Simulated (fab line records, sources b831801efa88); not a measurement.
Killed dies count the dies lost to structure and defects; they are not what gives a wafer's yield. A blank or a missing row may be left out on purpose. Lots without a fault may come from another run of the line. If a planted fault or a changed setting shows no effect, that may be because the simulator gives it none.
Which of the tools did it? -- flow gf180mcu -- Sampling: 13 lots, 39 wafers, 4 of 602 route steps

## WHAT THE GAUGES READ, wafer by wafer
GF_NSD_OVL_MEAS_08.
lot,measured,on,NSD_OVL (nm)
L157,day 14 10:33,overlay-01,-0.2 0.0 1.5
L158,day 14 23:25,overlay-02,2.4 1.6 0.7
L159,day 15 11:16,overlay-01,2.0 1.6 2.2
L163,day 16 17:31,overlay-02,0.8 4.3 2.5
L161,day 16 17:46,overlay-01,2.6 4.5 3.7
L165,day 17 15:43,overlay-02,3.6 6.3 4.4
L168,day 18 01:01,overlay-02,-0.8 1.3 1.5
L167,day 18 01:29,overlay-02,1.6 2.1 0.6
L169,day 18 23:16,overlay-01,2.5 4.2 0.8
L172,day 19 08:35,overlay-01,-0.6 0.2 0.9
L173,day 19 16:50,overlay-01,0.9 0.5 0.3
L174,day 19 18:47,overlay-02,0.5 1.4 1.8
L176,day 20 13:29,overlay-01,2.9 -0.1 2.2

GF_CONTACT_BOW_MEAS_05.
lot,measured,on,CONTACT_BOW (um)
L157,day 16 05:58,filmMetro-03,57 62 69
L158,day 16 20:50,filmMetro-01,55 55 61
L159,day 17 10:22,filmMetro-01,82 62 76
L163,day 18 18:51,filmMetro-01,61 65 66
L161,day 18 19:10,filmMetro-02,65 62 63
L165,day 19 17:58,filmMetro-03,68 63 58
L168,day 20 02:54,filmMetro-02,62 51 50
L167,day 20 04:37,filmMetro-02,47 55 54
L169,day 21 02:35,filmMetro-03,59 47 53
L172,day 21 10:49,filmMetro-02,71 69 73
L173,day 21 18:59,filmMetro-01,74 87 79
L174,day 21 20:50,filmMetro-01,65 60 69
L176,day 22 14:03,filmMetro-01,58 63 70

## WHAT TOOL EACH LOT RAN ON (gives the tool, then ch and the chambers of the sampled wafers, and finally the start)
lot,GF_HV_LDD_RTA_52,GF_CONTACT_CVD_00
L157,"rtpAnneal-02 ch 0, day 13 11:59","hdpcvd-01 ch 0,1,2, day 16 05:23"
L158,"rtpAnneal-02 ch 0, day 14 01:15","hdpcvd-02 ch 0,1, day 16 20:18"
L159,"rtpAnneal-02 ch 0, day 14 11:42","hdpcvd-01 ch 0,1,2, day 17 09:50"
L163,"rtpAnneal-02 ch 0, day 15 15:58","hdpcvd-02 ch 0,1, day 18 18:17"
L161,"rtpAnneal-01 ch 0, day 15 16:43","hdpcvd-02 ch 0,1, day 18 18:36"
L165,"rtpAnneal-01 ch 0, day 16 13:24","hdpcvd-02 ch 0,1, day 19 17:26"
L168,"rtpAnneal-02 ch 0, day 16 22:34","hdpcvd-01 ch 0,2, day 20 02:22"
L167,"rtpAnneal-01 ch 0, day 16 22:43","hdpcvd-01 ch 1,2, day 20 04:03"
L169,"rtpAnneal-01 ch 0, day 17 20:58","hdpcvd-01 ch 0,1,2, day 21 01:59"
L172,"rtpAnneal-01 ch 0, day 18 06:05","hdpcvd-01 ch 0,1,2, day 21 10:14"
L173,"rtpAnneal-01 ch 0, day 18 14:05","hdpcvd-02 ch 0,1,2, day 21 18:25"
L174,"rtpAnneal-02 ch 0, day 18 14:58","hdpcvd-02 ch 1,2, day 21 20:18"
L176,"rtpAnneal-02 ch 0, day 19 10:51","hdpcvd-02 ch 1,2, day 22 13:31"
- GF_HV_LDD_RTA_52: time 10 s.
- GF_CONTACT_CVD_00: deposits SiO2, target thk 300 nm, time 50 s.

## WHAT THE TOOLS THEMSELVES READ (means of the sampled wafers that have a number; where no wafer has one, the mark that the record gives instead)
GF_HV_LDD_RTA_52.
lot,tool,chamberO2Ppm,lampPowerPct (%),wafer_temp_C_max
L157,rtpAnneal-02,1.998,24.3,1007.4
L158,rtpAnneal-02,1.999,24.3,1005.7
L159,rtpAnneal-02,1.999,24.3,1005.9
L163,rtpAnneal-02,1.975,24.3,1008.4
L161,rtpAnneal-01,1.979,27.1,1004.6
L165,rtpAnneal-01,2.024,27.1,1005.7
L168,rtpAnneal-02,1.993,24.3,1006.4
L167,rtpAnneal-01,2.014,27.1,1004.9
L169,rtpAnneal-01,2.005,27.1,1005.4
L172,rtpAnneal-01,2.032,27.1,1004.2
L173,rtpAnneal-01,1.958,27.1,1007.2
L174,rtpAnneal-02,2.008,24.3,1006.3
L176,rtpAnneal-02,2.005,24.3,1006.5

GF_CONTACT_CVD_00.
lot,tool,pressureMtorr (mTorr),runLengthS (s)
L157,hdpcvd-01,6.006,78.0
L158,hdpcvd-02,6.002,78.2
L159,hdpcvd-01,6.000,78.2
L163,hdpcvd-02,6.003,78.4
L161,hdpcvd-02,6.005,78.1
L165,hdpcvd-02,5.998,78.1
L168,hdpcvd-01,-,-
L167,hdpcvd-01,-,-
L169,hdpcvd-01,-,-
L172,hdpcvd-01,5.993,78.3
L173,hdpcvd-02,6.005,78.1
L174,hdpcvd-02,6.003,77.8
L176,hdpcvd-02,5.997,77.7

## THE ANSWER, worked out from the rows above alone
Rule: what is usual is taken from the lots themselves. The widest of any qualifying gaps counts: lots, ordered by their means at a reading, are off when they make up no more than a third of the lots, leave a main group of 4 or more, and stand apart from it by 3 or more times the standard deviation of that group's means. A main group is skipped when, at the precision printed for the reading in the tables above, its means are all equal. A lot without any number at a reading at which 4 lots or more have one is off too. The other lots that the step has rows for count as sound. The gauges are gone through in route order, then the tools' own readings, and for those a lot's mean is taken as printed above. At the first step where some lot is off, the reading lying furthest off is the one used; lots without a number count as furthest.
Off: L168, L167, L169 (GF_CONTACT_CVD_00, pressureMtorr). Without a number there: L168, L167, L169. The main group has a mean of 6.001 mTorr with a standard deviation of 0.0039.
If a tool, at that step or one of the process steps before it, ran each lot that is off and ran no sound lot following the first of them, it fits. Of those tried, none fits.

## WHAT WAS PUT IN BY THE SIMULATOR
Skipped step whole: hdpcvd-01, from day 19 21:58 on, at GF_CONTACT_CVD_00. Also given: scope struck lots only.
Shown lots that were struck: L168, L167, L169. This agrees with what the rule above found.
